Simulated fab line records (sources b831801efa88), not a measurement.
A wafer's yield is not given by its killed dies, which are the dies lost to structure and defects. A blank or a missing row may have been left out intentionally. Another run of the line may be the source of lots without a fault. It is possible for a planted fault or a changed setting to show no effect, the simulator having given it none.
Problem report in the 8D (eight disciplines) form, filled by code | flow sky130 | the parts of the form that need people (team, actions taken, sign-off) are left out

1. WHAT WENT WRONG
At SKY_PAD_OPEN_PROBE_99, killed_at_M4_up averages 68.5 over 2 wafers from 2 lots, while fault-free wafers read 3.1, standard deviation 1.9. Measured from the usual mean, that is +34 standard deviations.
First seen on wafer L609.1, day 48 06:32, on prober-01. Wafers with a number at this step in the record: 15, from 5 lots. By rule, "out" or "out of limits" means more than 4 standard deviations away from the usual mean. All remaining wafers that have a number are taken as sound.

2. WHAT IT IS AND WHAT IT IS NOT
question                    | is                                                                                                                         | is not
which readings at this step | killed_at_M4_up, defect-limited-yield, killed-dies, sort_bin_3_pad_short, sort_bin_5_function, sort-n-pass, sort-yield-pct | killed_at_M0_to_M3, killed-at-contacts, killed-at-front-end, killed-at-other, killed-open, killed-short, sort_bin_6_memory
which lots                  | L609, L611                                                                                                                 | L602, L605, L607
which wafers of those lots  | L609.1, L611.1                                                                                                             | L609.2, L609.5, L611.2, L611.6
read on which tools         | prober-01                                                                                                                  | prober-02
when                        | from day 48 06:32                                                                                                          | up to then (9 sound wafers); but 4 sound wafers of L609, L611 came after

3. WHAT RULES OUT EACH SUSPECT
Counting: any tool at a process step up to the reading remains a suspect provided it ran every lot that is out. Sound lots after the first of them don't rule it out here, since some wafers of a struck lot are sound.
- pvd-sputter-04 at SKY_METAL5_SPUTTER_03 (material Ti, target thk 5 nm, time 3.3 s): kept. It processed each lot that is out (first: L609, day 45 16:01); up to then, its last sound lot is L607 (day 45 02:00).
- prober-01 at SKY_PAD_OPEN_PROBE_99: kept. It processed each lot that is out (first: L609, day 48 06:32); up to then, its last sound lot is L607 (day 47 21:12). Its own defect-limited-yield, killed_at_M4_up, killed-dies, sort_bin_3_pad_short, sort_bin_5_function, sort-n-pass, sort-yield-pct readings are out on those wafers.
Remaining after the count are pvd-sputter-04 at SKY_METAL5_SPUTTER_03 and prober-01 at SKY_PAD_OPEN_PROBE_99.

4. THE CAUSE (what the simulator had put in)
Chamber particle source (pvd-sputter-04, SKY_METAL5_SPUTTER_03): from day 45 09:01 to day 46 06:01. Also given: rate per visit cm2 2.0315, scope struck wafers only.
Counting leaves 2 suspects; this tool is one of them.

5. SEQUENCE OF EFFECTS, ordered by route
Each row: a reading where the mean over the struck wafers with a number is more than 3 standard deviations away from the usual. Readings are gone through only where the record gives a usual standard deviation; hours: the median, over the lots, of the time from a lot's start at the first step in this table giving one to that lot's start at this step; sigmas: the change measured in usual standard deviations.
hours | step                  | reading              | usual  | on struck wafers | change | sigmas
0     | SKY_PAD_OPEN_PROBE_99 | defect-limited-yield | 82.4 % | 69.3             | -13.1  | -6.0
0     | SKY_PAD_OPEN_PROBE_99 | killed_at_M4_up      | 3.1    | 68.5             | +65.4  | +34
0     | SKY_PAD_OPEN_PROBE_99 | killed-dies          | 87     | 151              | +64    | +5.8
0     | SKY_PAD_OPEN_PROBE_99 | sort_bin_3_pad_short | 0.9 %  | 6.0              | +5.1   | +12
0     | SKY_PAD_OPEN_PROBE_99 | sort_bin_5_function  | 10.3 % | 17.9             | +7.6   | +5.1
0     | SKY_PAD_OPEN_PROBE_99 | sort-n-pass          | 405    | 341              | -64    | -5.8
0     | SKY_PAD_OPEN_PROBE_99 | sort-yield-pct       | 82.4 % | 69.3             | -13.1  | -6.0
Process steps it contains:
- SKY_PAD_OPEN_PROBE_99

6. WHAT WOULD HAVE CAUGHT IT SOONER
70 hours passed between the start of the fault at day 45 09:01 and the first reading out of limits in this record, taken at day 48 06:32.
An alarm limit of 4 standard deviations would not have fired on the tool readings at SKY_METAL5_SPUTTER_03 for which the record gives a usual standard deviation, since none of them was out on any struck wafer.
By day 48 06:32, every lot that is out (2) had started SKY_METAL5_SPUTTER_03 on pvd-sputter-04. Tool hold at that time: it would have spared none of them.
